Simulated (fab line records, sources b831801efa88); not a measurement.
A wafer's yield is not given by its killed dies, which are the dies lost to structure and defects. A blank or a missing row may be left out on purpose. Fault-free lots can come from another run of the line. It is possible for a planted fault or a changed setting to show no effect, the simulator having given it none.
fab line records + flow sky130
record
- lots=14
- wafers=42
- last_day=50
route steps=708 shown METAL3@535 VIA3@575
lots untouched by any fault: they come from a run of this same line in which no faults occurred
start_h: start of the lot's first displayed wafer, in hours after the record's first day + wait_h: hours since the lot's step before + " unchanged from the row above + L1.1+2: several wafers, shown together as one row + - no value, or no start given + * or withheld: withheld + < > ~ a bound
route shown NAME@n: NAME is a module with steps in the file, n the number in the route of the first one + usual: average and standard deviation across the fault-free wafers + same: alike in all rows + chamber/n: place in a boat + sites: the reading at each site + _std_site: standard deviation of those values + _edge_site: the outer-site mean with the inner-site mean subtracted + radius_mm: how far each site lies from the wafer's centre + mask NAME#n: copy n + behind: the tool/chamber that last shaped the wafer + hold: reason for holding the lot/hours on hold/outcome of the hold + device: transistor that didn't switch, given as n, p or np + end of line: at the end of the route, the tests of the same wafers + where a step has no rows: the recipe by itself + killed: at the first sort, the dies lost to defects and structure; wafer yield is something else + map: dies across one wafer; x = killed, . = not, _ = none there
set.NAME: the setting that was run; set.NAME@STEP: the one run at that earlier step + model.NAME: the simulator's own value behind a step, which no gauge read
route steps across a sampled set of lots; one table per step, one row per wafer
services: the hour from which a tool's chamber was out of use, counted from the record's first day as start_h (under 0 if before that day), plus the number of hours and why
## steps
# step SKY_METAL3_SPUTTER_03
# recipe
- material=Ti
- target_thk_nm=5
- power_w=3000
- time_s=3.3
- chamber_pressure_pa=0.4
# usual
- throttle_valve_pct=29.9/1
| lot.wafer | tool           | chamber | start_h | wait_h | throttle_valve_pct |
|-----------|----------------|---------|---------|--------|--------------------|
| L469.1    | pvd_sputter-01 | -       | 857.22  | 0.0    | 30.6               |
| L469.2    | "              | -       | "       | "      | 29.6               |
| L469.3    | "              | -       | "       | "      | 30.0               |
| L471.2    | pvd_sputter-01 | -       | 871.72  | 0.0    | 30.3               |
| L471.4    | "              | -       | "       | "      | 29.6               |
| L471.5    | "              | -       | "       | "      | 29.9               |
| L472.1    | pvd_sputter-01 | -       | 886.15  | 0.0    | 29.8               |
| L472.2    | "              | -       | "       | "      | 30.0               |
| L472.5    | "              | -       | "       | "      | 30.0               |
| L474.1    | pvd_sputter-03 | -       | 905.28  | 0.0    | 29.8               |
| L474.2    | "              | -       | "       | "      | 30.1               |
| L474.5    | "              | -       | "       | "      | 29.9               |
| L475.1    | pvd_sputter-01 | -       | 906.27  | 0.0    | 29.8               |
| L475.2    | "              | -       | "       | "      | 29.8               |
| L475.3    | "              | -       | "       | "      | 30.3               |
| L473.1    | pvd_sputter-03 | -       | 906.50  | 0.0    | 28.7               |
| L473.4    | "              | -       | "       | "      | 31.5               |
| L473.6    | "              | -       | "       | "      | 30.1               |
| L481.2    | pvd_sputter-02 | -       | 945.66  | 0.0    | 27.4               |
| L481.4    | "              | -       | "       | "      | 30.0               |
| L481.5    | "              | -       | "       | "      | 27.3               |
| L482.4    | pvd_sputter-02 | -       | 955.34  | 0.0    | 31.4               |
| L482.5    | "              | -       | "       | "      | 29.3               |
| L482.6    | "              | -       | "       | "      | 31.5               |
| L485.2    | pvd_sputter-03 | -       | 976.16  | 0.0    | 30.0               |
| L485.3    | "              | -       | "       | "      | 29.9               |
| L485.4    | "              | -       | "       | "      | 28.8               |
| L487.3    | pvd_sputter-02 | -       | 989.48  | 0.0    | 29.4               |
| L487.5    | "              | -       | "       | "      | 29.4               |
| L487.6    | "              | -       | "       | "      | 31.7               |
| L486.1    | pvd_sputter-01 | -       | 995.01  | 0.0    | 29.7               |
| L486.2    | "              | -       | "       | "      | 30.7               |
| L486.4    | "              | -       | "       | "      | 29.4               |
| L488.1    | pvd_sputter-02 | -       | 996.02  | 0.0    | 29.2               |
| L488.5    | "              | -       | "       | "      | 30.1               |
| L488.6    | "              | -       | "       | "      | 29.3               |
| L491.1    | pvd_sputter-02 | -       | 1011.02 | 0.0    | 30.0               |
| L491.3    | "              | -       | "       | "      | 29.3               |
| L491.4    | "              | -       | "       | "      | 30.2               |
| L490.1    | pvd_sputter-01 | -       | 1016.39 | 0.0    | 29.9               |
| L490.2    | "              | -       | "       | "      | 30.1               |
| L490.4    | "              | -       | "       | "      | 30.2               |
# step SKY_METAL3_ETCH_17
# recipe
- target=SiO2
- stop_on=TiN
- chemistry=C4F8/O2/Ar
- source_w=1500
- bias_w=1200
- pressure_mtorr=40
- c4f8_flow_sccm=withheld
- O2_flow_sccm=6
- Ar_flow_sccm=300
- time_s=3.9
- target_depth_a=150
# usual
- bias_w=1201/3.9
- oes_product_au=0.757/0.0065
| lot.wafer | tool        | chamber | start_h | wait_h | bias_w | oes_product_au | rf_hours_counter_h |
|-----------|-------------|---------|---------|--------|--------|----------------|--------------------|
| L469.1    | rie_diel-01 | 0       | 910.55  | 0.1    | 1204   | 0.757          | 2                  |
| L469.2    | "           | 1       | "       | "      | 1205   | 0.753          | 27                 |
| L469.3    | "           | 2       | "       | "      | 1203   | 0.764          | 12                 |
| L471.2    | rie_diel-03 | 0       | 923.69  | 0.1    | 1196   | 0.761          | 15                 |
| L471.4    | "           | 1       | "       | "      | 1198   | 0.752          | 11                 |
| L471.5    | "           | 3       | "       | "      | 1205   | 0.758          | -                  |
| L472.1    | rie_diel-03 | 3       | 937.72  | 0.2    | 1198   | 0.749          | 12                 |
| L472.2    | "           | 2       | "       | "      | 1202   | 0.748          | 11                 |
| L472.5    | "           | 1       | "       | "      | 1199   | 0.764          | -                  |
| L474.1    | rie_diel-03 | 3       | 955.44  | 0.1    | 1204   | 0.748          | 13                 |
| L474.2    | "           | 1       | "       | "      | 1198   | 0.752          | 12                 |
| L474.5    | "           | 2       | "       | "      | 1200   | 0.755          | -                  |
| L475.1    | rie_diel-04 | 3       | 956.80  | 0.1    | 1201   | 0.757          | 18                 |
| L475.2    | "           | 2       | "       | "      | 1210   | 0.751          | 3                  |
| L475.3    | "           | 0       | "       | "      | 1203   | 0.751          | 10                 |
| L473.1    | rie_diel-03 | 3       | 957.15  | 0.1    | 1202   | 0.753          | 13                 |
| L473.4    | "           | 2       | "       | "      | 1194   | 0.759          | 12                 |
| L473.6    | "           | 1       | "       | "      | 1196   | 0.767          | -                  |
| L481.2    | rie_diel-04 | 0       | 995.48  | 0.1    | 1201   | 0.765          | 11                 |
| L481.4    | "           | 1       | "       | "      | 1203   | 0.757          | 10                 |
| L481.5    | "           | 2       | "       | "      | 1203   | 0.770          | -                  |
| L482.4    | rie_diel-04 | 0       | 1004.84 | 0.0    | 1201   | 0.761          | 11                 |
| L482.5    | "           | 1       | "       | "      | 1202   | 0.760          | -                  |
| L482.6    | "           | 2       | "       | "      | 1200   | 0.761          | -                  |
| L485.2    | rie_diel-04 | 1       | 1024.38 | 0.1    | 1206   | 0.761          | 11                 |
| L485.3    | "           | 2       | "       | "      | 1197   | 0.755          | 5                  |
| L485.4    | "           | 3       | "       | "      | 1206   | 0.770          | 20                 |
| L487.3    | rie_diel-04 | 2       | 1036.65 | 0.0    | 1204   | 0.753          | 6                  |
| L487.5    | "           | 0       | "       | "      | 1192   | 0.756          | -                  |
| L487.6    | "           | 1       | "       | "      | 1199   | 0.758          | -                  |
| L486.1    | rie_diel-03 | 2       | 1042.24 | 0.1    | 1204   | 0.748          | 14                 |
| L486.2    | "           | 1       | "       | "      | 1190   | 0.755          | 15                 |
| L486.4    | "           | 0       | "       | "      | 1206   | 0.757          | -                  |
| L488.1    | rie_diel-01 | 3       | 1043.29 | 0.1    | 1197   | 0.756          | 25                 |
| L488.5    | "           | 3       | "       | "      | 1208   | 0.748          | -                  |
| L488.6    | "           | 2       | "       | "      | 1202   | 0.748          | -                  |
| L491.1    | rie_diel-03 | 0       | 1058.55 | 0.1    | 1205   | 0.758          | 18                 |
| L491.3    | "           | 2       | "       | "      | 1202   | 0.750          | 15                 |
| L491.4    | "           | 3       | "       | "      | 1202   | 0.754          | 16                 |
| L490.1    | rie_diel-04 | 0       | 1062.60 | 0.1    | 1200   | 0.748          | 12                 |
| L490.2    | "           | 3       | "       | "      | 1201   | 0.759          | 20                 |
| L490.4    | "           | 1       | "       | "      | 1201   | 0.761          | 12                 |
# step SKY_METAL3_METAL_ETCH_18
# recipe
- target_depth_a=8450
- stop_on=SiO2
- over_etch_frac=0.3
- time_s=183.1
- chemistry=Cl2/BCl3
- resist_sidewall_deg=88
- pressure_mtorr=10
- icp_w=900
- bias_w=48.5
- Cl2_flow_sccm=60
- bcl3_flow_sccm=30
# usual
- bias_w=48.50/0.13
- drypump_motor_current_A=5.6/0.48
- oes_product_au=0.866/0.0068
- throttle_valve_pct=22.265/0.009
| lot.wafer | tool         | chamber | start_h | wait_h | bias_w | drypump_motor_current_A | oes_product_au | rf_hours_counter_h | throttle_valve_pct |
|-----------|--------------|---------|---------|--------|--------|-------------------------|----------------|--------------------|--------------------|
| L469.1    | rie_metal-02 | 1       | 910.56  | 0.0    | 48.58  | 5.8                     | 0.866          | 2                  | 22.259             |
| L469.2    | "            | 0       | "       | "      | 48.29  | 5.0                     | 0.878          | 0                  | 22.275             |
| L469.3    | "            | 1       | "       | "      | 48.63  | 5.8                     | 0.878          | -                  | 22.267             |
| L471.2    | rie_metal-04 | 1       | 923.71  | 0.0    | 48.62  | 6.3                     | 0.858          | 5                  | 22.275             |
| L471.4    | "            | 0       | "       | "      | 48.37  | 6.0                     | 0.873          | -                  | 22.273             |
| L471.5    | "            | 1       | "       | "      | 48.43  | 6.3                     | 0.868          | -                  | 22.259             |
| L472.1    | rie_metal-02 | 0       | 937.74  | 0.0    | 48.64  | 5.0                     | 0.867          | 2                  | 22.257             |
| L472.2    | "            | 1       | "       | "      | 48.58  | 5.8                     | 0.868          | 4                  | 22.267             |
| L472.5    | "            | 1       | "       | "      | 48.56  | 5.8                     | 0.877          | -                  | 22.254             |
| L474.1    | rie_metal-01 | 1       | 955.46  | 0.0    | 48.44  | 5.9                     | 0.864          | 7                  | 22.271             |
| L474.2    | "            | 0       | "       | "      | 48.46  | 5.1                     | 0.871          | 8                  | 22.275             |
| L474.5    | "            | 0       | "       | "      | 48.59  | 5.1                     | 0.868          | -                  | 22.268             |
| L475.1    | rie_metal-04 | 0       | 956.81  | 0.0    | 48.68  | 6.0                     | 0.879          | 2                  | 22.268             |
| L475.2    | "            | 1       | "       | "      | 48.72  | 6.3                     | 0.871          | 7                  | 22.272             |
| L475.3    | "            | 0       | "       | "      | 48.52  | 6.0                     | 0.876          | -                  | 22.286             |
| L473.1    | rie_metal-02 | 1       | 957.16  | 0.0    | 48.52  | 5.8                     | 0.861          | 5                  | 22.252             |
| L473.4    | "            | 1       | "       | "      | 48.46  | 5.8                     | 0.866          | -                  | 22.273             |
| L473.6    | "            | 0       | "       | "      | 48.47  | 5.0                     | 0.866          | -                  | 22.255             |
| L481.2    | rie_metal-04 | 1       | 995.50  | 0.0    | 48.77  | 6.3                     | 0.707          | 9                  | 22.268             |
| L481.4    | "            | 0       | "       | "      | 48.33  | 6.0                     | 0.856          | -                  | 22.269             |
| L481.5    | "            | 0       | "       | "      | 48.55  | 6.1                     | 0.852          | -                  | 22.274             |
| L482.4    | rie_metal-01 | 1       | 1004.92 | 0.1    | 48.44  | 5.9                     | 0.872          | -                  | 22.256             |
| L482.5    | "            | 1       | "       | "      | 48.58  | 5.9                     | 0.868          | -                  | 22.266             |
| L482.6    | "            | 0       | "       | "      | 48.57  | 5.1                     | 0.872          | -                  | 22.265             |
| L485.2    | rie_metal-04 | 0       | 1024.40 | 0.0    | 48.40  | 6.1                     | 0.864          | 5                  | 22.256             |
| L485.3    | "            | 0       | "       | "      | 48.38  | 6.1                     | 0.869          | -                  | 22.267             |
| L485.4    | "            | 1       | "       | "      | 48.50  | 6.3                     | 0.712          | -                  | 22.260             |
| L487.3    | rie_metal-02 | 1       | 1036.72 | 0.1    | 48.51  | 5.8                     | 0.871          | -                  | 22.267             |
| L487.5    | "            | 0       | "       | "      | 48.50  | 5.0                     | 0.862          | -                  | 22.278             |
| L487.6    | "            | 1       | "       | "      | 48.54  | 5.8                     | 0.879          | -                  | 22.269             |
| L486.1    | rie_metal-02 | 1       | 1042.26 | 0.0    | 48.27  | 5.8                     | 0.861          | 9                  | 22.280             |
| L486.2    | "            | 0       | "       | "      | 48.33  | 5.0                     | 0.866          | 7                  | 22.266             |
| L486.4    | "            | 0       | "       | "      | 48.47  | 5.0                     | 0.872          | -                  | 22.270             |
| L488.1    | rie_metal-02 | 0       | 1043.31 | 0.0    | 48.40  | 5.0                     | 0.859          | 8                  | 22.273             |
| L488.5    | "            | 0       | "       | "      | 48.67  | 5.0                     | 0.865          | -                  | 22.265             |
| L488.6    | "            | 1       | "       | "      | 48.55  | 5.8                     | 0.859          | -                  | 22.264             |
| L491.1    | rie_metal-01 | 0       | 1058.57 | 0.0    | 48.45  | 5.1                     | 0.856          | 15                 | 22.262             |
| L491.3    | "            | 1       | "       | "      | 48.44  | 5.9                     | 0.857          | -                  | 22.275             |
| L491.4    | "            | 0       | "       | "      | 48.31  | 5.1                     | 0.866          | -                  | 22.260             |
| L490.1    | rie_metal-01 | 0       | 1062.62 | 0.0    | 48.43  | 5.1                     | 0.873          | 15                 | 22.264             |
| L490.2    | "            | 1       | "       | "      | 48.35  | 5.9                     | 0.871          | 14                 | 22.261             |
| L490.4    | "            | 1       | "       | "      | 48.60  | 5.9                     | 0.863          | -                  | 22.247             |
# step SKY_METAL3_STRIP_19
# recipe
- chemistry=O2/N2
- power_w=1400
- pressure_mtorr=1500
- platen_temp_c=withheld
- o2_flow_sccm=3000
- n2_flow_sccm=300
- overash_fraction=0.5
# usual
- drypump_motor_current_A=6.0/0.38
- o2_flow_sccm=3001/8.7
- oes_product_au=0.503/0.0048
- strip_time_to_endpoint_s=6.55/0.063
| lot.wafer | tool            | chamber | start_h | wait_h | drypump_motor_current_A | o2_flow_sccm | oes_product_au | rf_hours_counter_h | strip_time_to_endpoint_s |
|-----------|-----------------|---------|---------|--------|-------------------------|--------------|----------------|--------------------|--------------------------|
| L469.1    | plasma_asher-01 | 1       | 910.74  | 0.1    | 5.9                     | 3001         | 0.505          | 106                | 6.63                     |
| L469.2    | "               | 0       | "       | "      | 6.2                     | 2999         | 0.501          | 106                | 6.57                     |
| L469.3    | "               | 1       | "       | "      | 5.9                     | 3007         | 0.503          | -                  | 6.64                     |
| L471.2    | plasma_asher-02 | 0       | 923.89  | 0.1    | 6.4                     | 3000         | 0.503          | 77                 | 6.60                     |
| L471.4    | "               | 1       | "       | "      | 5.2                     | 3002         | 0.504          | -                  | 6.55                     |
| L471.5    | "               | 1       | "       | "      | 5.2                     | 2990         | 0.503          | -                  | 6.53                     |
| L472.1    | plasma_asher-04 | 0       | 937.92  | 0.1    | 6.1                     | 3001         | 0.504          | 50                 | 6.52                     |
| L472.2    | "               | 1       | "       | "      | 6.2                     | 3005         | 0.500          | 50                 | 6.63                     |
| L472.5    | "               | 0       | "       | "      | 6.1                     | 2994         | 0.508          | -                  | 6.67                     |
| L474.1    | plasma_asher-04 | 1       | 955.64  | 0.1    | 6.2                     | 3020         | 0.506          | 52                 | 6.61                     |
| L474.2    | "               | 0       | "       | "      | 6.0                     | 3007         | 0.504          | 52                 | 6.54                     |
| L474.5    | "               | 0       | "       | "      | 6.1                     | 3001         | 0.498          | -                  | 6.52                     |
| L475.1    | plasma_asher-04 | 0       | 956.99  | 0.1    | 6.1                     | 3009         | 0.503          | 52                 | 6.56                     |
| L475.2    | "               | 1       | "       | "      | 6.2                     | 3011         | 0.496          | 52                 | 6.52                     |
| L475.3    | "               | 1       | "       | "      | 6.2                     | 3001         | 0.499          | -                  | 6.52                     |
| L473.1    | plasma_asher-01 | 0       | 957.34  | 0.1    | 6.2                     | 3002         | 0.505          | 111                | 6.64                     |
| L473.4    | "               | 0       | "       | "      | 6.2                     | 2987         | 0.511          | -                  | 6.64                     |
| L473.6    | "               | 0       | "       | "      | 6.2                     | 2989         | 0.498          | -                  | 6.47                     |
| L481.2    | plasma_asher-02 | 1       | 995.68  | 0.1    | 5.2                     | 3005         | 0.611          | 85                 | 9.09                     |
| L481.4    | "               | 0       | "       | "      | 6.4                     | 3005         | 0.502          | -                  | 6.50                     |
| L481.5    | "               | 1       | "       | "      | 5.2                     | 3008         | 0.504          | -                  | 6.56                     |
| L482.4    | plasma_asher-04 | 0       | 1005.07 | 0.1    | 6.1                     | 3006         | 0.508          | -                  | 6.57                     |
| L482.5    | "               | 1       | "       | "      | 6.2                     | 2999         | 0.506          | -                  | 6.50                     |
| L482.6    | "               | 0       | "       | "      | 6.0                     | 2988         | 0.497          | -                  | 6.50                     |
| L485.2    | plasma_asher-04 | 1       | 1024.58 | 0.1    | 6.2                     | 2997         | 0.502          | 59                 | 6.59                     |
| L485.3    | "               | 1       | "       | "      | 6.2                     | 3016         | 0.508          | -                  | 6.55                     |
| L485.4    | "               | 0       | "       | "      | 6.1                     | 2994         | 0.606          | -                  | 9.11                     |
| L487.3    | plasma_asher-02 | 1       | 1036.88 | 0.1    | 5.2                     | 3024         | 0.495          | -                  | 6.61                     |
| L487.5    | "               | 1       | "       | "      | 5.2                     | 3007         | 0.499          | -                  | 6.54                     |
| L487.6    | "               | 0       | "       | "      | 6.3                     | 2996         | 0.506          | -                  | 6.67                     |
| L486.1    | plasma_asher-01 | 0       | 1042.44 | 0.1    | 6.2                     | 3006         | 0.498          | 119                | 6.59                     |
| L486.2    | "               | 1       | "       | "      | 5.9                     | 3003         | 0.502          | 119                | 6.51                     |
| L486.4    | "               | 1       | "       | "      | 5.9                     | 2989         | 0.505          | -                  | 6.45                     |
| L488.1    | plasma_asher-02 | 1       | 1043.49 | 0.1    | 5.2                     | 3014         | 0.495          | 89                 | 6.52                     |
| L488.5    | "               | 0       | "       | "      | 6.3                     | 2998         | 0.497          | -                  | 6.51                     |
| L488.6    | "               | 1       | "       | "      | 5.2                     | 3001         | 0.515          | -                  | 6.64                     |
| L491.1    | plasma_asher-04 | 1       | 1058.74 | 0.1    | 6.2                     | 3007         | 0.490          | 63                 | 6.49                     |
| L491.3    | "               | 1       | "       | "      | 6.2                     | 2990         | 0.501          | -                  | 6.47                     |
| L491.4    | "               | 0       | "       | "      | 6.1                     | 2994         | 0.503          | -                  | 6.55                     |
| L490.1    | plasma_asher-02 | 0       | 1062.79 | 0.1    | 6.4                     | 3019         | 0.497          | 92                 | 6.57                     |
| L490.2    | "               | 1       | "       | "      | 5.2                     | 3000         | 0.500          | 92                 | 6.57                     |
| L490.4    | "               | 1       | "       | "      | 5.2                     | 3007         | 0.502          | -                  | 6.58                     |
# step SKY_VIA3_CMP_02
# recipe
- material=SiO2
- down_force_psi=4
- platen_rpm=60
- pad_velocity_m_s=0.94248
# usual
- motor_current_A=11.6/1.2
| lot.wafer | tool   | chamber | start_h | wait_h | motor_current_A |
|-----------|--------|---------|---------|--------|-----------------|
| L469.1    | cmp-02 | 2       | 911.58  | 0.1    | 13.6            |
| L469.3    | "      | 3       | "       | "      | 12.2            |
| L469.2    | "      | 0       | "       | "      | 11.6            |
| L471.4    | cmp-01 | 2       | 924.80  | 0.1    | 10.4            |
| L471.2    | "      | 0       | "       | "      | 12.6            |
| L471.5    | "      | 1       | "       | "      | 10.1            |
| L472.2    | cmp-01 | 1       | 938.74  | 0.0    | 10.5            |
| L472.1    | "      | 3       | "       | "      | 9.6             |
| L472.5    | "      | 2       | "       | "      | 10.2            |
| L474.2    | cmp-01 | 2       | 956.46  | 0.0    | 10.5            |
| L474.1    | "      | 0       | "       | "      | 11.9            |
| L474.5    | "      | 2       | "       | "      | 9.8             |
| L475.1    | cmp-02 | 2       | 957.85  | 0.1    | 13.1            |
| L475.3    | "      | 0       | "       | "      | 11.9            |
| L475.2    | "      | 1       | "       | "      | 11.8            |
| L473.4    | cmp-02 | 2       | 958.20  | 0.0    | 13.4            |
| L473.1    | "      | 1       | "       | "      | 11.5            |
| L473.6    | "      | 3       | "       | "      | 12.5            |
| L481.4    | cmp-01 | 1       | 996.60  | 0.1    | 10.6            |
| L481.5    | "      | 0       | "       | "      | 12.6            |
| L482.4    | cmp-01 | 3       | 1006.04 | 0.2    | 9.8             |
| L482.6    | "      | 0       | "       | "      | 12.2            |
| L482.5    | "      | 1       | "       | "      | 10.0            |
| L485.2    | cmp-01 | 0       | 1025.41 | 0.0    | 13.0            |
| L485.3    | "      | 1       | "       | "      | 10.2            |
| L487.3    | cmp-01 | 2       | 1037.86 | 0.2    | 10.7            |
| L487.5    | "      | 3       | "       | "      | 9.7             |
| L487.6    | "      | 0       | "       | "      | 11.2            |
| L486.1    | cmp-02 | 3       | 1043.74 | 0.1    | 12.0            |
| L486.4    | "      | 0       | "       | "      | 11.7            |
| L486.2    | "      | 1       | "       | "      | 11.2            |
| L488.1    | cmp-02 | 3       | 1044.37 | 0.1    | 12.3            |
| L488.6    | "      | 3       | "       | "      | 11.8            |
| L488.5    | "      | 0       | "       | "      | 11.9            |
| L491.4    | cmp-02 | 1       | 1060.01 | 0.1    | 11.9            |
| L491.3    | "      | 2       | "       | "      | 12.9            |
| L491.1    | "      | 0       | "       | "      | 11.9            |
| L490.1    | cmp-02 | 1       | 1064.32 | 0.3    | 11.8            |
| L490.4    | "      | 2       | "       | "      | 13.0            |
| L490.2    | "      | 3       | "       | "      | 12.1            |
## services
| tool            | chamber | start_h | hours | kind   |
|-----------------|---------|---------|-------|--------|
| rie_diel-03     | 2       | 834.76  | 3.8   | repair |
| rie_diel-04     | 0       | 835.45  | 6.8   | repair |
| rie_diel-03     | 3       | 843.83  | 11.1  | repair |
| plasma_asher-04 | -       | 846.72  | 2.0   | repair |
| plasma_asher-04 | -       | 867.82  | 10.3  | repair |
| rie_diel-03     | -       | 887.69  | 2.8   | pm     |
| cmp-01          | -       | 888.20  | 1.5   | repair |
| cmp-01          | -       | 912.00  | 4.0   | pm     |
| plasma_asher-04 | -       | 914.48  | 2.8   | pm     |
| cmp-01          | -       | 925.65  | 1.7   | repair |
| rie_diel-03     | 0       | 941.09  | 8.1   | repair |
| cmp-02          | -       | 942.63  | 1.1   | repair |
| cmp-02          | -       | 951.66  | 0.9   | repair |
| cmp-01          | -       | 961.96  | 13.2  | repair |
| cmp-02          | -       | 967.70  | 1.1   | repair |
| cmp-01          | -       | 972.55  | 0.5   | repair |
| cmp-02          | -       | 973.28  | 2.8   | repair |
| pvd_sputter-02  | -       | 997.58  | 3.0   | repair |
| cmp-02          | -       | 1016.92 | 2.9   | pm     |
| rie_diel-03     | 3       | 1028.97 | 14.7  | repair |
| rie_diel-03     | 0       | 1037.16 | 2.3   | repair |
| rie_diel-04     | -       | 1045.92 | 14.6  | pm     |
| cmp-01          | -       | 1052.02 | 17.4  | pm     |
| pvd_sputter-02  | -       | 1062.33 | 14.3  | repair |
## key
first_sign
- step=SKY_METAL3_METAL_ETCH_18
- reading=oes_product_au
- direction=down
- sigmas=23
- usual=0.866
- struck=0.710
effect
- step=SKY_METAL3_STRIP_19
- reading=strip_time_to_endpoint_s
- direction=up
- sigmas=40
- usual=*
- struck=*
met_at SKY_METAL3_METAL_ETCH_18
struck_lots L481,L485
struck_wafers L481.2,L485.4
later_rows_left_out L481.2,L485.4
sort_left_out L481.2,L485.4
not_acting_at SKY_METAL3_SPUTTER_03,SKY_METAL3_ETCH_17,SKY_VIA3_CMP_02
onset_between 956.81 995.50
fault
- kind=process_parameter_drift
- tool=rie_metal-04
- chamber=1
- onset_h=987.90
- steps=SKY_METAL3_METAL_ETCH_18
- channel=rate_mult
- offset=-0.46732
- shape=step
- end_h=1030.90
# sort_left_out: the simulated sort isn't trusted on such a fault, so these wafers' sort isn't shown, and their yield isn't known
# later_rows_left_out: the simulator's readings of these wafers behind a module that went badly wrong aren't trusted and aren't shown, but for the sort
